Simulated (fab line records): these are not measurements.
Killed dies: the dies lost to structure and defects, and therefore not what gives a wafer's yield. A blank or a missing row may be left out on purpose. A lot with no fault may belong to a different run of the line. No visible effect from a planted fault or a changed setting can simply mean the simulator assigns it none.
fab line records / flow sfq-line
record lots=14 wafers=41 last-day=91
route steps=325 shown I4@165 I5@235 I7@297
lots untouched by any fault: they come from a run of this same line in which no faults occurred
start-h: the number of hours between the record's first day and the start of the first shown wafer of the lot / wait-h: time in hours since the lot's previous step / " as in the row above / L1.1+2: a row that stands for several wafers / - no value, or no start was given / * or withheld: withheld / < > ~ a bound
route shown NAME@n: names a module that has steps shown in the file, with the first one's number in the route / usual: average and standard deviation across the fault-free wafers / same: alike in all rows / chamber/n: place in a boat / sites: readings site by site / _std_site: their standard deviation / _edge_site: outer sites' mean less inner sites' / radius-mm: how far each site lies from the wafer's centre / mask NAME#n: copy n / behind: the most recent tool/chamber to have shaped the wafer / hold: cause of the lot's hold/its duration in hours/its outcome / device: the n, p or np transistor that did not switch / end of line: tests of these same wafers at the route's end / a step given without rows: its recipe and nothing more / killed: at the first sort, the dies lost to defects and structure; wafer yield is something else / map: per-die view of a wafer (x killed, . not killed, _ where there is no die)
set.NAME: the run value of the setting; set.NAME@STEP: its run value at that earlier step / model.NAME: the simulator's own value behind a step, which no gauge read
a sample of lots followed through the steps of the route, with each step as a table and each wafer as a row
services: the hour from which a tool's chamber was out of use, counted from the record's first day as start-h (under 0 if before that day), plus the number of hours and why
## steps
# step SFQ_I4_BOW_MEAS_927
# recipe mode=bow
# usual I4_BOW=2/8.1
lot.wafer=L939.2 tool=film-metro-02 chamber=- start-h=1075.52 wait-h=1.0 I4_BOW[um]=-10
lot.wafer=L939.4 tool=film-metro-02 chamber=- start-h=1075.52 wait-h=1.0 I4_BOW[um]=-9
lot.wafer=L939.5 tool=film-metro-02 chamber=- start-h=1075.52 wait-h=1.0 I4_BOW[um]=-15
lot.wafer=L941.1 tool=film-metro-01 chamber=- start-h=1086.46 wait-h=2.5 I4_BOW[um]=3
lot.wafer=L941.4 tool=film-metro-01 chamber=- start-h=1086.46 wait-h=2.5 I4_BOW[um]=-2
lot.wafer=L941.6 tool=film-metro-01 chamber=- start-h=1086.46 wait-h=2.5 I4_BOW[um]=-7
lot.wafer=L943.1 tool=film-metro-01 chamber=- start-h=1093.70 wait-h=2.5 I4_BOW[um]=-3
lot.wafer=L943.4 tool=film-metro-01 chamber=- start-h=1093.70 wait-h=2.5 I4_BOW[um]=-6
lot.wafer=L943.6 tool=film-metro-01 chamber=- start-h=1093.70 wait-h=2.5 I4_BOW[um]=-11
lot.wafer=L944.3 tool=film-metro-02 chamber=- start-h=1101.42 wait-h=2.0 I4_BOW[um]=-3
lot.wafer=L944.6 tool=film-metro-02 chamber=- start-h=1101.42 wait-h=2.0 I4_BOW[um]=2
lot.wafer=L945.2 tool=film-metro-01 chamber=- start-h=1105.72 wait-h=2.5 I4_BOW[um]=2
lot.wafer=L945.4 tool=film-metro-01 chamber=- start-h=1105.72 wait-h=2.5 I4_BOW[um]=6
lot.wafer=L945.6 tool=film-metro-01 chamber=- start-h=1105.72 wait-h=2.5 I4_BOW[um]=9
lot.wafer=L952.1 tool=film-metro-04 chamber=- start-h=1177.57 wait-h=2.5 I4_BOW[um]=3
lot.wafer=L952.3 tool=film-metro-04 chamber=- start-h=1177.57 wait-h=2.5 I4_BOW[um]=-10
lot.wafer=L952.4 tool=film-metro-04 chamber=- start-h=1177.57 wait-h=2.5 I4_BOW[um]=4
lot.wafer=L953.1 tool=film-metro-01 chamber=- start-h=1180.14 wait-h=2.0 I4_BOW[um]=9
lot.wafer=L953.2 tool=film-metro-01 chamber=- start-h=1180.14 wait-h=2.0 I4_BOW[um]=7
lot.wafer=L953.5 tool=film-metro-01 chamber=- start-h=1180.14 wait-h=2.0 I4_BOW[um]=8
lot.wafer=L954.2 tool=film-metro-04 chamber=- start-h=1189.99 wait-h=1.5 I4_BOW[um]=-16
lot.wafer=L954.3 tool=film-metro-04 chamber=- start-h=1189.99 wait-h=1.5 I4_BOW[um]=-20
lot.wafer=L954.5 tool=film-metro-04 chamber=- start-h=1189.99 wait-h=1.5 I4_BOW[um]=-19
lot.wafer=L955.3 tool=film-metro-04 chamber=- start-h=1194.19 wait-h=1.5 I4_BOW[um]=2
lot.wafer=L955.4 tool=film-metro-04 chamber=- start-h=1194.19 wait-h=1.5 I4_BOW[um]=7
lot.wafer=L955.6 tool=film-metro-04 chamber=- start-h=1194.19 wait-h=1.5 I4_BOW[um]=6
lot.wafer=L956.1 tool=film-metro-01 chamber=- start-h=1205.78 wait-h=2.0 I4_BOW[um]=13
lot.wafer=L956.4 tool=film-metro-01 chamber=- start-h=1205.78 wait-h=2.0 I4_BOW[um]=9
lot.wafer=L956.6 tool=film-metro-01 chamber=- start-h=1205.78 wait-h=2.0 I4_BOW[um]=2
lot.wafer=L957.1 tool=film-metro-02 chamber=- start-h=1211.78 wait-h=1.0 I4_BOW[um]=7
lot.wafer=L957.2 tool=film-metro-02 chamber=- start-h=1211.78 wait-h=1.0 I4_BOW[um]=5
lot.wafer=L957.4 tool=film-metro-02 chamber=- start-h=1211.78 wait-h=1.0 I4_BOW[um]=4
lot.wafer=L958.2 tool=film-metro-04 chamber=- start-h=1214.97 wait-h=1.0 I4_BOW[um]=-9
lot.wafer=L958.3 tool=film-metro-04 chamber=- start-h=1214.97 wait-h=1.0 I4_BOW[um]=-5
lot.wafer=L958.4 tool=film-metro-04 chamber=- start-h=1214.97 wait-h=1.0 I4_BOW[um]=-6
lot.wafer=L960.2 tool=film-metro-01 chamber=- start-h=1225.43 wait-h=2.0 I4_BOW[um]=-2
lot.wafer=L960.3 tool=film-metro-01 chamber=- start-h=1225.43 wait-h=2.0 I4_BOW[um]=-3
lot.wafer=L960.4 tool=film-metro-01 chamber=- start-h=1225.43 wait-h=2.0 I4_BOW[um]=3
lot.wafer=L961.1 tool=film-metro-04 chamber=- start-h=1248.48 wait-h=2.0 I4_BOW[um]=7
lot.wafer=L961.5 tool=film-metro-04 chamber=- start-h=1248.48 wait-h=2.0 I4_BOW[um]=14
lot.wafer=L961.6 tool=film-metro-04 chamber=- start-h=1248.48 wait-h=2.0 I4_BOW[um]=2
# step SFQ_I5_OVL_MEAS_936
# usual I5_OVL=4/5.2
lot.wafer=L939.2 tool=overlay-01 chamber=- start-h=1471.93 wait-h=0.1 I5_OVL[nm]=6
lot.wafer=L939.4 tool=overlay-01 chamber=- start-h=1471.93 wait-h=0.1 I5_OVL[nm]=6
lot.wafer=L939.5 tool=overlay-01 chamber=- start-h=1471.93 wait-h=0.1 I5_OVL[nm]=4
lot.wafer=L941.1 tool=overlay-02 chamber=- start-h=1477.93 wait-h=0.1 I5_OVL[nm]=10
lot.wafer=L941.4 tool=overlay-02 chamber=- start-h=1477.93 wait-h=0.1 I5_OVL[nm]=8
lot.wafer=L941.6 tool=overlay-02 chamber=- start-h=1477.93 wait-h=0.1 I5_OVL[nm]=12
lot.wafer=L943.1 tool=overlay-02 chamber=- start-h=1485.13 wait-h=0.1 I5_OVL[nm]=2
lot.wafer=L943.4 tool=overlay-02 chamber=- start-h=1485.13 wait-h=0.1 I5_OVL[nm]=5
lot.wafer=L943.6 tool=overlay-02 chamber=- start-h=1485.13 wait-h=0.1 I5_OVL[nm]=4
lot.wafer=L944.3 tool=overlay-02 chamber=- start-h=1496.06 wait-h=0.1 I5_OVL[nm]=11
lot.wafer=L944.6 tool=overlay-02 chamber=- start-h=1496.06 wait-h=0.1 I5_OVL[nm]=7
lot.wafer=L945.2 tool=overlay-01 chamber=- start-h=1504.58 wait-h=0.1 I5_OVL[nm]=8
lot.wafer=L945.4 tool=overlay-01 chamber=- start-h=1504.58 wait-h=0.1 I5_OVL[nm]=9
lot.wafer=L945.6 tool=overlay-01 chamber=- start-h=1504.58 wait-h=0.1 I5_OVL[nm]=10
lot.wafer=L952.1 tool=overlay-01 chamber=- start-h=1574.12 wait-h=0.1 I5_OVL[nm]=0
lot.wafer=L952.3 tool=overlay-01 chamber=- start-h=1574.12 wait-h=0.1 I5_OVL[nm]=0
lot.wafer=L952.4 tool=overlay-01 chamber=- start-h=1574.12 wait-h=0.1 I5_OVL[nm]=-3
lot.wafer=L953.1 tool=overlay-01 chamber=- start-h=1577.79 wait-h=0.1 I5_OVL[nm]=-8
lot.wafer=L953.2 tool=overlay-01 chamber=- start-h=1577.79 wait-h=0.1 I5_OVL[nm]=-5
lot.wafer=L953.5 tool=overlay-01 chamber=- start-h=1577.79 wait-h=0.1 I5_OVL[nm]=-5
lot.wafer=L954.2 tool=overlay-02 chamber=- start-h=1583.52 wait-h=0.1 I5_OVL[nm]=5
lot.wafer=L954.3 tool=overlay-02 chamber=- start-h=1583.52 wait-h=0.1 I5_OVL[nm]=1
lot.wafer=L954.5 tool=overlay-02 chamber=- start-h=1583.52 wait-h=0.1 I5_OVL[nm]=8
lot.wafer=L955.3 tool=overlay-02 chamber=- start-h=1587.72 wait-h=0.1 I5_OVL[nm]=-4
lot.wafer=L955.4 tool=overlay-02 chamber=- start-h=1587.72 wait-h=0.1 I5_OVL[nm]=-1
lot.wafer=L955.6 tool=overlay-02 chamber=- start-h=1587.72 wait-h=0.1 I5_OVL[nm]=4
lot.wafer=L956.1 tool=overlay-02 chamber=- start-h=1592.52 wait-h=0.1 I5_OVL[nm]=7
lot.wafer=L956.4 tool=overlay-02 chamber=- start-h=1592.52 wait-h=0.1 I5_OVL[nm]=9
lot.wafer=L956.6 tool=overlay-02 chamber=- start-h=1592.52 wait-h=0.1 I5_OVL[nm]=4
lot.wafer=L957.1 tool=overlay-02 chamber=- start-h=1600.44 wait-h=0.1 I5_OVL[nm]=8
lot.wafer=L957.2 tool=overlay-02 chamber=- start-h=1600.44 wait-h=0.1 I5_OVL[nm]=9
lot.wafer=L957.4 tool=overlay-02 chamber=- start-h=1600.44 wait-h=0.1 I5_OVL[nm]=10
lot.wafer=L958.2 tool=overlay-01 chamber=- start-h=1616.11 wait-h=0.1 I5_OVL[nm]=3
lot.wafer=L958.3 tool=overlay-01 chamber=- start-h=1616.11 wait-h=0.1 I5_OVL[nm]=-1
lot.wafer=L958.4 tool=overlay-01 chamber=- start-h=1616.11 wait-h=0.1 I5_OVL[nm]=3
lot.wafer=L960.2 tool=overlay-02 chamber=- start-h=1632.02 wait-h=0.1 I5_OVL[nm]=10
lot.wafer=L960.3 tool=overlay-02 chamber=- start-h=1632.02 wait-h=0.1 I5_OVL[nm]=6
lot.wafer=L960.4 tool=overlay-02 chamber=- start-h=1632.02 wait-h=0.1 I5_OVL[nm]=9
lot.wafer=L961.1 tool=overlay-02 chamber=- start-h=1634.41 wait-h=0.1 I5_OVL[nm]=-1
lot.wafer=L961.5 tool=overlay-02 chamber=- start-h=1634.41 wait-h=0.1 I5_OVL[nm]=1
lot.wafer=L961.6 tool=overlay-02 chamber=- start-h=1634.41 wait-h=0.1 I5_OVL[nm]=3
# step SFQ_TRILAYER_I7_CMP_CMP_184
# recipe material=SiO2 down-force-psi=3 platen-rpm=60 pad-velocity-m-s=0.94248
# usual motor-current-A=10.7/1 platen-rpm=60.00/0.04 time-to-endpoint-s=217/8
lot.wafer=L939.4 tool=cmp-01 chamber=2 start-h=1835.77 wait-h=6.5 motor-current-A=8.9 platen-rpm=60.05 time-to-endpoint-s=224
lot.wafer=L939.2 tool=cmp-01 chamber=3 start-h=1835.77 wait-h=6.5 motor-current-A=12.0 platen-rpm=60.04 time-to-endpoint-s=202
lot.wafer=L939.5 tool=cmp-01 chamber=1 start-h=1837.27 wait-h=8.0 motor-current-A=9.7 platen-rpm=59.94 time-to-endpoint-s=226
lot.wafer=L941.1 tool=cmp-02 chamber=3 start-h=1840.23 wait-h=5.0 motor-current-A=11.0 platen-rpm=59.98 time-to-endpoint-s=210
lot.wafer=L941.4 tool=cmp-02 chamber=0 start-h=1840.23 wait-h=5.0 motor-current-A=11.1 platen-rpm=60.06 time-to-endpoint-s=208
lot.wafer=L941.6 tool=cmp-02 chamber=1 start-h=1840.23 wait-h=5.0 motor-current-A=9.8 platen-rpm=59.98 time-to-endpoint-s=208
lot.wafer=L943.4 tool=cmp-01 chamber=3 start-h=1844.77 wait-h=4.7 motor-current-A=12.4 platen-rpm=60.04 time-to-endpoint-s=219
lot.wafer=L943.1 tool=cmp-01 chamber=0 start-h=1844.77 wait-h=4.7 motor-current-A=11.9 platen-rpm=59.99 time-to-endpoint-s=216
lot.wafer=L943.6 tool=cmp-01 chamber=3 start-h=1846.77 wait-h=6.7 motor-current-A=11.6 platen-rpm=60.04 time-to-endpoint-s=209
lot.wafer=L944.3 tool=cmp-01 chamber=0 start-h=1930.50 wait-h=1.0 motor-current-A=11.4 platen-rpm=65.93 time-to-endpoint-s=200
lot.wafer=L944.6 tool=cmp-01 chamber=2 start-h=1931.50 wait-h=2.0 motor-current-A=9.1 platen-rpm=66.00 time-to-endpoint-s=204
lot.wafer=L945.4 tool=cmp-01 chamber=3 start-h=1932.93 wait-h=0.0 motor-current-A=12.0 platen-rpm=65.99 time-to-endpoint-s=182
lot.wafer=L945.2 tool=cmp-01 chamber=0 start-h=1932.93 wait-h=0.0 motor-current-A=12.0 platen-rpm=65.93 time-to-endpoint-s=206
lot.wafer=L945.6 tool=cmp-01 chamber=0 start-h=1935.43 wait-h=2.5 motor-current-A=11.7 platen-rpm=66.03 time-to-endpoint-s=198
lot.wafer=L952.1 tool=cmp-02 chamber=3 start-h=2003.29 wait-h=0.8 motor-current-A=11.8 platen-rpm=60.08 time-to-endpoint-s=215
lot.wafer=L952.4 tool=cmp-02 chamber=0 start-h=2003.29 wait-h=0.8 motor-current-A=11.6 platen-rpm=59.95 time-to-endpoint-s=222
lot.wafer=L952.3 tool=cmp-02 chamber=1 start-h=2003.29 wait-h=0.8 motor-current-A=10.0 platen-rpm=59.97 time-to-endpoint-s=222
lot.wafer=L953.2 tool=cmp-02 chamber=2 start-h=2006.79 wait-h=2.1 motor-current-A=11.1 platen-rpm=59.96 time-to-endpoint-s=212
lot.wafer=L953.1 tool=cmp-02 chamber=0 start-h=2007.79 wait-h=3.1 motor-current-A=10.9 platen-rpm=60.02 time-to-endpoint-s=214
lot.wafer=L953.5 tool=cmp-02 chamber=2 start-h=2008.79 wait-h=4.0 motor-current-A=10.9 platen-rpm=59.97 time-to-endpoint-s=211
lot.wafer=L954.2 tool=cmp-02 chamber=0 start-h=2009.79 wait-h=2.7 motor-current-A=10.9 platen-rpm=59.89 time-to-endpoint-s=214
lot.wafer=L954.3 tool=cmp-02 chamber=2 start-h=2010.79 wait-h=3.7 motor-current-A=11.1 platen-rpm=60.00 time-to-endpoint-s=221
lot.wafer=L954.5 tool=cmp-02 chamber=0 start-h=2011.79 wait-h=4.6 motor-current-A=10.9 platen-rpm=60.05 time-to-endpoint-s=222
lot.wafer=L955.4 tool=cmp-02 chamber=3 start-h=2012.79 wait-h=4.0 motor-current-A=11.0 platen-rpm=59.97 time-to-endpoint-s=222
lot.wafer=L955.3 tool=cmp-02 chamber=0 start-h=2012.79 wait-h=4.0 motor-current-A=10.7 platen-rpm=60.00 time-to-endpoint-s=217
lot.wafer=L955.6 tool=cmp-02 chamber=3 start-h=2014.79 wait-h=6.0 motor-current-A=11.1 platen-rpm=59.98 time-to-endpoint-s=225
lot.wafer=L956.1 tool=cmp-01 chamber=2 start-h=2016.56 wait-h=3.4 motor-current-A=9.1 platen-rpm=60.06 time-to-endpoint-s=223
lot.wafer=L956.4 tool=cmp-01 chamber=0 start-h=2017.56 wait-h=4.4 motor-current-A=11.7 platen-rpm=59.98 time-to-endpoint-s=217
lot.wafer=L956.6 tool=cmp-01 chamber=1 start-h=2017.56 wait-h=4.4 motor-current-A=9.5 platen-rpm=59.98 time-to-endpoint-s=225
lot.wafer=L957.2 tool=cmp-02 chamber=2 start-h=2021.29 wait-h=4.6 motor-current-A=10.6 platen-rpm=60.05 time-to-endpoint-s=204
lot.wafer=L957.4 tool=cmp-02 chamber=3 start-h=2021.29 wait-h=4.6 motor-current-A=11.5 platen-rpm=60.00 time-to-endpoint-s=226
lot.wafer=L957.1 tool=cmp-02 chamber=0 start-h=2021.29 wait-h=4.6 motor-current-A=10.9 platen-rpm=59.90 time-to-endpoint-s=207
lot.wafer=L958.3 tool=cmp-02 chamber=1 start-h=2034.63 wait-h=7.5 motor-current-A=9.9 platen-rpm=60.02 time-to-endpoint-s=215
lot.wafer=L958.2 tool=cmp-02 chamber=2 start-h=2034.63 wait-h=7.5 motor-current-A=10.9 platen-rpm=60.00 time-to-endpoint-s=205
lot.wafer=L958.4 tool=cmp-02 chamber=3 start-h=2034.63 wait-h=7.5 motor-current-A=11.8 platen-rpm=59.94 time-to-endpoint-s=227
lot.wafer=L960.3 tool=cmp-02 chamber=2 start-h=2040.63 wait-h=11.1 motor-current-A=10.5 platen-rpm=60.00 time-to-endpoint-s=208
lot.wafer=L960.2 tool=cmp-02 chamber=3 start-h=2040.63 wait-h=11.1 motor-current-A=11.3 platen-rpm=59.96 time-to-endpoint-s=223
lot.wafer=L960.4 tool=cmp-02 chamber=0 start-h=2040.63 wait-h=11.1 motor-current-A=11.5 platen-rpm=59.94 time-to-endpoint-s=221
lot.wafer=L961.1 tool=cmp-01 chamber=3 start-h=2041.86 wait-h=10.0 motor-current-A=12.1 platen-rpm=60.00 time-to-endpoint-s=211
lot.wafer=L961.5 tool=cmp-01 chamber=1 start-h=2042.86 wait-h=10.9 motor-current-A=9.5 platen-rpm=59.99 time-to-endpoint-s=230
lot.wafer=L961.6 tool=cmp-01 chamber=2 start-h=2042.86 wait-h=10.9 motor-current-A=9.4 platen-rpm=59.98 time-to-endpoint-s=237
# step SFQ_TRILAYER_I7_VIA_STRIP_STRIP_191
# recipe gas=O2 power-w=200 platen-temp-c=40 overash-fraction=0.65 chemistry=O2 pressure-mtorr=50
# usual drypump-motor-current-A=5.9/0.54 oes-product-au=1.002/0.0098
lot.wafer=L939.2 tool=rie-metal-02 chamber=0 start-h=1924.84 wait-h=- drypump-motor-current-A=6.3 oes-product-au=1.004 rf-hours-counter-h=20
lot.wafer=L939.4 tool=rie-metal-02 chamber=0 start-h=1924.84 wait-h=- drypump-motor-current-A=6.3 oes-product-au=1.002 rf-hours-counter-h=-
lot.wafer=L939.5 tool=rie-metal-02 chamber=1 start-h=1924.84 wait-h=- drypump-motor-current-A=5.1 oes-product-au=1.002 rf-hours-counter-h=-
lot.wafer=L941.1 tool=rie-metal-04 chamber=1 start-h=1930.84 wait-h=- drypump-motor-current-A=6.2 oes-product-au=1.022 rf-hours-counter-h=67
lot.wafer=L941.4 tool=rie-metal-04 chamber=1 start-h=1930.84 wait-h=- drypump-motor-current-A=6.2 oes-product-au=1.011 rf-hours-counter-h=-
lot.wafer=L941.6 tool=rie-metal-04 chamber=1 start-h=1930.84 wait-h=- drypump-motor-current-A=6.2 oes-product-au=1.012 rf-hours-counter-h=-
lot.wafer=L943.1 tool=rie-metal-04 chamber=1 start-h=1934.57 wait-h=- drypump-motor-current-A=6.2 oes-product-au=1.002 rf-hours-counter-h=68
lot.wafer=L943.4 tool=rie-metal-04 chamber=1 start-h=1934.57 wait-h=- drypump-motor-current-A=6.2 oes-product-au=1.005 rf-hours-counter-h=-
lot.wafer=L943.6 tool=rie-metal-04 chamber=1 start-h=1934.57 wait-h=- drypump-motor-current-A=6.2 oes-product-au=1.013 rf-hours-counter-h=-
lot.wafer=L944.3 tool=rie-metal-01 chamber=1 start-h=1937.17 wait-h=- drypump-motor-current-A=6.6 oes-product-au=0.984 rf-hours-counter-h=-
lot.wafer=L944.6 tool=rie-metal-01 chamber=1 start-h=1937.17 wait-h=- drypump-motor-current-A=6.5 oes-product-au=0.982 rf-hours-counter-h=-
lot.wafer=L945.2 tool=rie-metal-02 chamber=1 start-h=1940.77 wait-h=- drypump-motor-current-A=5.1 oes-product-au=1.013 rf-hours-counter-h=-
lot.wafer=L945.4 tool=rie-metal-02 chamber=1 start-h=1940.77 wait-h=- drypump-motor-current-A=5.1 oes-product-au=1.013 rf-hours-counter-h=-
lot.wafer=L945.6 tool=rie-metal-02 chamber=1 start-h=1940.77 wait-h=- drypump-motor-current-A=5.1 oes-product-au=1.016 rf-hours-counter-h=-
lot.wafer=L952.1 tool=rie-metal-02 chamber=0 start-h=2010.05 wait-h=- drypump-motor-current-A=6.3 oes-product-au=1.006 rf-hours-counter-h=25
lot.wafer=L952.3 tool=rie-metal-02 chamber=0 start-h=2010.05 wait-h=- drypump-motor-current-A=6.3 oes-product-au=0.999 rf-hours-counter-h=-
lot.wafer=L952.4 tool=rie-metal-02 chamber=1 start-h=2010.05 wait-h=- drypump-motor-current-A=5.1 oes-product-au=1.013 rf-hours-counter-h=-
lot.wafer=L953.1 tool=rie-metal-01 chamber=0 start-h=2013.05 wait-h=- drypump-motor-current-A=5.5 oes-product-au=1.000 rf-hours-counter-h=72
lot.wafer=L953.2 tool=rie-metal-01 chamber=0 start-h=2013.05 wait-h=- drypump-motor-current-A=5.5 oes-product-au=0.986 rf-hours-counter-h=-
lot.wafer=L953.5 tool=rie-metal-01 chamber=0 start-h=2013.05 wait-h=- drypump-motor-current-A=5.5 oes-product-au=0.997 rf-hours-counter-h=-
lot.wafer=L954.2 tool=rie-metal-02 chamber=0 start-h=2016.05 wait-h=- drypump-motor-current-A=6.3 oes-product-au=1.000 rf-hours-counter-h=26
lot.wafer=L954.3 tool=rie-metal-02 chamber=1 start-h=2016.05 wait-h=- drypump-motor-current-A=5.1 oes-product-au=1.017 rf-hours-counter-h=-
lot.wafer=L954.5 tool=rie-metal-02 chamber=1 start-h=2016.05 wait-h=- drypump-motor-current-A=5.1 oes-product-au=1.018 rf-hours-counter-h=-
lot.wafer=L955.3 tool=rie-metal-02 chamber=1 start-h=2019.25 wait-h=- drypump-motor-current-A=5.1 oes-product-au=1.011 rf-hours-counter-h=-
lot.wafer=L955.4 tool=rie-metal-02 chamber=0 start-h=2019.25 wait-h=- drypump-motor-current-A=6.3 oes-product-au=0.991 rf-hours-counter-h=-
lot.wafer=L955.6 tool=rie-metal-02 chamber=0 start-h=2019.25 wait-h=- drypump-motor-current-A=6.3 oes-product-au=0.989 rf-hours-counter-h=-
lot.wafer=L956.1 tool=rie-metal-01 chamber=1 start-h=2083.47 wait-h=- drypump-motor-current-A=6.6 oes-product-au=0.994 rf-hours-counter-h=12
lot.wafer=L956.4 tool=rie-metal-01 chamber=0 start-h=2083.47 wait-h=- drypump-motor-current-A=5.5 oes-product-au=0.999 rf-hours-counter-h=-
lot.wafer=L956.6 tool=rie-metal-01 chamber=0 start-h=2083.47 wait-h=- drypump-motor-current-A=5.5 oes-product-au=0.996 rf-hours-counter-h=-
lot.wafer=L957.1 tool=rie-metal-04 chamber=0 start-h=2088.40 wait-h=- drypump-motor-current-A=6.2 oes-product-au=0.990 rf-hours-counter-h=19
lot.wafer=L957.2 tool=rie-metal-04 chamber=1 start-h=2088.40 wait-h=- drypump-motor-current-A=6.2 oes-product-au=1.009 rf-hours-counter-h=89
lot.wafer=L957.4 tool=rie-metal-04 chamber=1 start-h=2088.40 wait-h=- drypump-motor-current-A=6.2 oes-product-au=1.006 rf-hours-counter-h=-
lot.wafer=L958.2 tool=rie-metal-02 chamber=1 start-h=2102.68 wait-h=- drypump-motor-current-A=5.1 oes-product-au=1.000 rf-hours-counter-h=136
lot.wafer=L958.3 tool=rie-metal-02 chamber=1 start-h=2102.68 wait-h=- drypump-motor-current-A=5.1 oes-product-au=0.991 rf-hours-counter-h=-
lot.wafer=L958.4 tool=rie-metal-02 chamber=0 start-h=2102.68 wait-h=- drypump-motor-current-A=6.3 oes-product-au=1.013 rf-hours-counter-h=-
lot.wafer=L960.2 tool=rie-metal-02 chamber=1 start-h=2108.68 wait-h=- drypump-motor-current-A=5.1 oes-product-au=0.988 rf-hours-counter-h=138
lot.wafer=L960.3 tool=rie-metal-02 chamber=0 start-h=2108.68 wait-h=- drypump-motor-current-A=6.3 oes-product-au=1.002 rf-hours-counter-h=-
lot.wafer=L960.4 tool=rie-metal-02 chamber=1 start-h=2108.68 wait-h=- drypump-motor-current-A=5.1 oes-product-au=1.004 rf-hours-counter-h=-
lot.wafer=L961.1 tool=rie-metal-01 chamber=1 start-h=2109.88 wait-h=- drypump-motor-current-A=6.6 oes-product-au=1.002 rf-hours-counter-h=16
lot.wafer=L961.5 tool=rie-metal-01 chamber=1 start-h=2109.88 wait-h=- drypump-motor-current-A=6.6 oes-product-au=0.997 rf-hours-counter-h=-
lot.wafer=L961.6 tool=rie-metal-01 chamber=0 start-h=2109.88 wait-h=- drypump-motor-current-A=5.5 oes-product-au=0.990 rf-hours-counter-h=-
## services
tool=rie-metal-04 chamber=- start-h=1869.71 hours=0.3 kind=repair
tool=cmp-02 chamber=- start-h=1873.26 hours=2.1 kind=repair
tool=rie-metal-04 chamber=- start-h=1873.29 hours=0.4 kind=repair
tool=cmp-02 chamber=- start-h=1879.53 hours=3.9 kind=repair
tool=rie-metal-01 chamber=- start-h=1883.04 hours=1.2 kind=repair
tool=cmp-01 chamber=- start-h=1935.93 hours=5.6 kind=pm
tool=rie-metal-02 chamber=0 start-h=1938.54 hours=29.9 kind=repair
tool=cmp-01 chamber=- start-h=1941.54 hours=4.0 kind=pm
tool=cmp-01 chamber=- start-h=1945.40 hours=0.4 kind=repair
tool=cmp-01 chamber=- start-h=1945.54 hours=- kind=consumable-replace:conditioner
tool=cmp-01 chamber=- start-h=1945.54 hours=- kind=consumable-replace:pad
tool=cmp-02 chamber=- start-h=1974.63 hours=1.1 kind=repair
tool=cmp-02 chamber=- start-h=1986.47 hours=1.4 kind=repair
tool=rie-metal-02 chamber=- start-h=1991.75 hours=14.6 kind=pm
tool=rie-metal-01 chamber=1 start-h=1994.16 hours=- kind=clean
tool=rie-metal-01 chamber=1 start-h=1994.16 hours=- kind=consumable-replace:esc
tool=rie-metal-04 chamber=- start-h=2009.30 hours=14.6 kind=pm
tool=cmp-01 chamber=- start-h=2022.06 hours=3.8 kind=pm
tool=cmp-02 chamber=- start-h=2026.73 hours=1.4 kind=repair
tool=rie-metal-01 chamber=- start-h=2035.96 hours=0.6 kind=repair
tool=cmp-02 chamber=- start-h=2052.06 hours=4.7 kind=repair
tool=cmp-01 chamber=- start-h=2082.78 hours=1.4 kind=repair
tool=cmp-01 chamber=- start-h=2088.64 hours=2.0 kind=repair
tool=cmp-02 chamber=- start-h=2098.11 hours=5.3 kind=repair
## key
first-sign step=SFQ_TRILAYER_I7_CMP_CMP_184 reading=platen-rpm direction=up sigmas=99+ usual=60.00 struck=65.98
effect step=SFQ_TRILAYER_I7_CMP_CMP_184 reading=time-to-endpoint-s direction=down sigmas=2.3 usual=* struck=* wafers-moved=2
met-at SFQ_TRILAYER_I7_CMP_CMP_184
struck-lots L944,L945
not-acting-at SFQ_I4_BOW_MEAS_927,SFQ_I5_OVL_MEAS_936,SFQ_TRILAYER_I7_VIA_STRIP_STRIP_191
fault kind=process-parameter-drift tool=cmp-01 chamber=- onset-h=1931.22 steps=SFQ_TRILAYER_I7_CMP_CMP_184 channel=platen-rpm offset=6 shape=step end-h=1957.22 acts-in=these-recipes-only stated=60
